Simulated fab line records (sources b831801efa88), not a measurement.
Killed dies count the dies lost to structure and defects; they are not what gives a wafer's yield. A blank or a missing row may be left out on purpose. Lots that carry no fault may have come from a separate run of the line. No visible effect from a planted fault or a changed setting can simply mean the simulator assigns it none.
What tool caused it? | flow gf180mcu | 12 lots, 36 wafers sampled, at 5 steps of a route of 602

WHAT THE GAUGES SHOWED, per wafer
GF_M3_THK_MEAS_06: measures by xrf.
lot  | measured     | on            | M3_ALCU_THK (nm)
L290 | day 20 02:15 | film metro-03 | 447 439 439
L291 | day 20 09:36 | film metro-02 | 450 443 447
L293 | day 21 10:20 | film metro-03 | 446 454 446
L294 | day 21 18:40 | film metro-02 | 444 444 440
L296 | day 22 13:39 | film metro-01 | 444 448 449
L298 | day 23 10:01 | film metro-01 | 442 454 443
L300 | day 24 05:43 | film metro-02 | 453 448 449
L301 | day 24 09:59 | film metro-01 | 451 447 453
L302 | day 24 21:01 | film metro-03 | 449 442 440
L303 | day 25 07:10 | film metro-03 | 447 439 438
L304 | day 25 12:07 | film metro-02 | 438 443 443
L307 | day 26 20:40 | film metro-02 | 425 423 423

WHICH TOOL RAN EACH LOT (tool, then ch and the chambers of the sampled wafers, then the start)
lot  | GF_V1_ETCH_17                                 | GF_V1_STRIP_18                       | GF_M2_SPUTTER_02             | GF_M3_SPUTTER_04
L290 | rie diel-01 ch 2,3, day 17 23:44 or earlier   | plasma asher-02 ch 1, day 17 23:44   | pvd sputter-01, day 18 01:05 | pvd sputter-03, day 20 02:05
L291 | rie diel-01 ch 1,2,3, day 18 06:11 or earlier | plasma asher-02 ch 0,1, day 18 06:11 | pvd sputter-02, day 18 07:57 | pvd sputter-04, day 20 09:26
L293 | rie diel-03 ch 1,3, day 19 06:11 or earlier   | plasma asher-03 ch 1, day 19 06:11   | pvd sputter-04, day 19 07:57 | pvd sputter-04, day 21 10:10
L294 | rie diel-01 ch 0,3, day 19 14:10 or earlier   | plasma asher-04 ch 0,1, day 19 14:10 | pvd sputter-02, day 19 15:31 | pvd sputter-04, day 21 18:29
L296 | rie diel-03 ch 1,3, day 20 09:14 or earlier   | plasma asher-03 ch 0,1, day 20 09:14 | pvd sputter-02, day 20 10:35 | pvd sputter-04, day 22 13:29
L298 | rie diel-01 ch 0,3, day 21 06:29 or earlier   | plasma asher-03 ch 0,1, day 21 06:29 | pvd sputter-04, day 21 07:57 | pvd sputter-04, day 23 09:51
L300 | rie diel-03 ch 0,2,3, day 22 02:11 or earlier | plasma asher-02 ch 0,1, day 22 02:11 | pvd sputter-01, day 22 03:59 | pvd sputter-01, day 24 05:33
L301 | rie diel-04 ch 1,2, day 22 08:26 or earlier   | plasma asher-03 ch 0,1, day 22 08:26 | pvd sputter-01, day 22 09:53 | pvd sputter-04, day 24 09:49
L302 | rie diel-04 ch 0,3, day 22 19:14 or earlier   | plasma asher-02 ch 0,1, day 22 19:14 | pvd sputter-02, day 22 20:37 | pvd sputter-04, day 24 20:51
L303 | rie diel-01 ch 1,2,3, day 23 06:05 or earlier | plasma asher-02 ch 0,1, day 23 06:05 | pvd sputter-04, day 23 07:29 | pvd sputter-03, day 25 07:01
L304 | rie diel-01 ch 0,3, day 23 11:49 or earlier   | plasma asher-03 ch 0,1, day 23 11:49 | pvd sputter-04, day 23 13:08 | pvd sputter-03, day 25 11:56
L307 | rie diel-01 ch 1,3, day 24 08:44 or earlier   | plasma asher-03 ch 0,1, day 24 08:44 | pvd sputter-01, day 24 10:07 | pvd sputter-03, day 26 20:30
- GF_V1_ETCH_17: etches SiO2 in C4F8/O2/Ar, stops on TiN, target depth 630 nm.
- GF_V1_STRIP_18: strips in O2/N2.
- GF_M2_SPUTTER_02: material AlCu, target thk 450 nm, time 23.9 s.
- GF_M3_SPUTTER_04: material TiN, target thk 50 nm, time 41.7 s.

WHAT THE TOOLS THEMSELVES READ (means of the sampled wafers that have a number; where no wafer has one, the mark that the record gives instead)
GF_V1_ETCH_17.
lot  | tool        | chamber pressure mTorr (mTorr) | oes product au (a.u.)
L290 | rie diel-01 | 39.99                          | 0.857
L291 | rie diel-01 | 40.01                          | 0.852
L293 | rie diel-03 | 40.00                          | 0.857
L294 | rie diel-01 | 40.02                          | 0.855
L296 | rie diel-03 | 40.01                          | 0.859
L298 | rie diel-01 | 39.97                          | 0.856
L300 | rie diel-03 | 40.02                          | 0.857
L301 | rie diel-04 | 40.03                          | 0.858
L302 | rie diel-04 | 40.00                          | 0.853
L303 | rie diel-01 | 40.02                          | 0.856
L304 | rie diel-01 | 40.02                          | 0.854
L307 | rie diel-01 | 40.01                          | 0.859

GF_V1_STRIP_18.
lot  | tool            | chamber pressure mTorr (mTorr) | drypump motor current A (A) | heater power w (W) | oes product au (a.u.)
L290 | plasma asher-02 | 1500                           | 5.8                         | 328                | 0.593
L291 | plasma asher-02 | 1499                           | 6.1                         | 313                | 0.589
L293 | plasma asher-03 | 1500                           | 5.1                         | 354                | 0.587
L294 | plasma asher-04 | 1500                           | 5.5                         | 348                | 0.595
L296 | plasma asher-03 | 1501                           | 5.4                         | 346                | 0.591
L298 | plasma asher-03 | 1501                           | 5.5                         | 333                | 0.595
L300 | plasma asher-02 | 1498                           | 6.1                         | 305                | 0.592
L301 | plasma asher-03 | 1501                           | 5.3                         | 341                | 0.594
L302 | plasma asher-02 | 1501                           | 5.9                         | 319                | 0.590
L303 | plasma asher-02 | 1489                           | 6.1                         | 305                | 0.591
L304 | plasma asher-03 | 1500                           | 5.5                         | 333                | 0.597
L307 | plasma asher-03 | 1498                           | 5.5                         | 329                | 0.593

GF_M2_SPUTTER_02.
lot  | tool           | throttle valve pct (%)
L290 | pvd sputter-01 | 30.2
L291 | pvd sputter-02 | 29.6
L293 | pvd sputter-04 | 30.4
L294 | pvd sputter-02 | 30.4
L296 | pvd sputter-02 | 28.2
L298 | pvd sputter-04 | 29.2
L300 | pvd sputter-01 | 30.1
L301 | pvd sputter-01 | 30.0
L302 | pvd sputter-02 | 29.7
L303 | pvd sputter-04 | 29.9
L304 | pvd sputter-04 | 29.8
L307 | pvd sputter-01 | 30.2

GF_M3_SPUTTER_04.
lot  | tool           | throttle valve pct (%)
L290 | pvd sputter-03 | 30.5
L291 | pvd sputter-04 | 29.9
L293 | pvd sputter-04 | 31.1
L294 | pvd sputter-04 | 29.3
L296 | pvd sputter-04 | 29.3
L298 | pvd sputter-04 | 31.0
L300 | pvd sputter-01 | 30.0
L301 | pvd sputter-04 | 29.3
L302 | pvd sputter-04 | 29.3
L303 | pvd sputter-03 | 30.7
L304 | pvd sputter-03 | 31.4
L307 | pvd sputter-03 | 30.6

THE ANSWER, worked out from the rows above alone
Rule: usual is defined by the lots themselves. Put in order of their means at a reading, lots are off if they are a third of the lots or fewer, leave a main group of 4 or more, and stand apart from it by a gap of 3 or more times the standard deviation of the main group's means; of several such gaps the widest counts. The tables above print the reading to a certain number of digits; a main group whose means all agree to those digits is not used. Also off: a lot with no number at a reading for which 4 or more lots have one. Any other lot the step has rows for is counted as sound. Order of review: gauges by route order, followed by the tools' own readings, for which a lot's mean as printed above is used. The first step at which some lot is off is used, and at that step the reading that is off furthest; a lot without a number counts as furthest.
Off: L307, seen at GF_M3_THK_MEAS_06 (M3_ALCU_THK). Main group: mean 445 nm, sd 3.3.
If a tool, at a process step before that reading, ran all the lots that are off and no sound lot after the first of them, it fits. The gauges at GF_M3_THK_MEAS_06 are tried like those tools. GF_V1_ETCH_17 gives no start for some lots, so the hours and the order of its lots are those of GF_V1_STRIP_18. Can't be told from this: 5 tools fit, rie diel-01 at GF_V1_ETCH_17, plasma asher-03 at GF_V1_STRIP_18, pvd sputter-01 at GF_M2_SPUTTER_02, pvd sputter-03 at GF_M3_SPUTTER_04, film metro-02 at GF_M3_THK_MEAS_06.

WHAT THE SIMULATOR HAD INSERTED
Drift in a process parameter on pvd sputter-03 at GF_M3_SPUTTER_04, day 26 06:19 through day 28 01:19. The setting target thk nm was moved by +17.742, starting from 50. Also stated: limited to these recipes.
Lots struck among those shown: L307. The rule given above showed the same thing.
